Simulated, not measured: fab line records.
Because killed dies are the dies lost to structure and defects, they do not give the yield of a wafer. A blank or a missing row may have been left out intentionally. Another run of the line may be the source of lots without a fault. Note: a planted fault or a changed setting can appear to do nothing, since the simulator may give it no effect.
A struck lot beside a sound one || flow gf180mcu || 14 steps out of a route of 602
Sound: the wafers L213.1, L213.4, L213.5. Struck: wafer L232.2. (L232.4, L232.5 of the same lot were not struck and are left out.) The cause comes at the end.
Order at every step that has rows: each side's tool, ch and its chambers, its first start. Under that, the readings that differ: sound wafers || struck wafers || difference of the means || sigmas: that difference in standard deviations of wafers without a fault.
alike: a reading whose means differ by less than 2 such deviations, as well as words and numbers matching on both sides. not compared: withheld readings; readings where some wafer has no value; bounds like >300 that might hide an equal value; numbers whose values overlap and for which the record gives no deviation.
A row with sigmas, a row that says differs or no value, or rows on one side alone: a step with any of these is where the two part. Numbers that have no deviation but don't overlap get no sigmas and don't part them. A reading missing from all wafers of one side parts the sides only when that side holds two or more wafers.

first, 5 steps without rows for these wafers: GF_V1_COAT_09 (resist thk 1000 nm); GF_V1_SOFTBAKE_10 (time 60 s); GF_V1_EXPOSE_11 (exposes mask Via1, target cd 260 nm); GF_V1_PEB_12 (peb time 90 s); GF_V1_DEVELOP_13 (develop time 60 s).
GF_V1_CD_MEAS_14 targets a cd of 260 nm.
  sound: cd sem-01 at day 18 08:16; struck: cd sem-01 at day 25 01:59
  alike: cd nm
GF_V1_OVL_MEAS_15:
  sound: overlay-01 at day 18 08:23; struck: overlay-01 at day 25 02:06
  alike: V1_OVL
GF_V1_ETCH_16: etches BARC in N2/H2.
  sound on rie diel-03 ch 1,2, day 18 08:25; struck on rie diel-03 ch 0, day 25 02:08
{"reading": "throttle valve pct (%)", "sound": "13.234 13.214 13.237", "struck": 13.206, "difference": -0.022, "sigmas": -2}
  alike: chamber pressure mTorr, drypump motor current A, oes product au
GF_V1_ETCH_17: etches SiO2 in C4F8/O2/Ar, stops on TiN, target depth 630 nm.
  sound on rie diel-03 ch 1,2; struck on rie diel-03 ch 0
  alike: chamber pressure mTorr, oes product au
GF_V1_STRIP_18: strips in O2/N2.
  sound on plasma asher-01 ch 0,1, day 18 08:33; struck on plasma asher-01 ch 1, day 25 02:15
{"reading": "oes product au (a.u.)", "sound": "0.591 0.594 0.592", "struck": 0.604, "difference": "+0.012", "sigmas": "+2"}
  alike: chamber pressure mTorr, drypump motor current A, heater power w, o2 flow sccm
  not compared: rf hours counter h
then, 2 steps without rows for these wafers: GF_V1_STRIP_19 (strips in post etch residue remover, time 1200 s); GF_V1_CLEAN_20 (cleans in DIW).
GF_V1_SPUTTER_21: material Ti, target thk 15 nm, time 80.02 s.
  sound: pvd sputter-04 at day 18 09:05; struck: pvd sputter-03 at day 25 02:47
{"reading": "model.Ti_of_V1_SPUTTER_21.thk nm (nm)", "sound": "14.81 14.9 14.9", "struck": 20.72, "difference": "+5.85", "sigmas": ""}
  alike: chamber pressure pa, throttle valve pct
GF_V1_SPUTTER_22: material TiN, target thk 10 nm, time 40 s.
  sound: pvd sputter-04 at day 18 09:08; struck: pvd sputter-03 at day 25 02:51
  alike: chamber pressure pa, throttle valve pct

WHERE THEY PART
First at GF_V1_ETCH_16; last, within this record, at GF_V1_STRIP_18. Later steps at which nothing parts them and some readings are alike: GF_V1_SPUTTER_21, GF_V1_SPUTTER_22.

WHY: whatever the simulator had introduced
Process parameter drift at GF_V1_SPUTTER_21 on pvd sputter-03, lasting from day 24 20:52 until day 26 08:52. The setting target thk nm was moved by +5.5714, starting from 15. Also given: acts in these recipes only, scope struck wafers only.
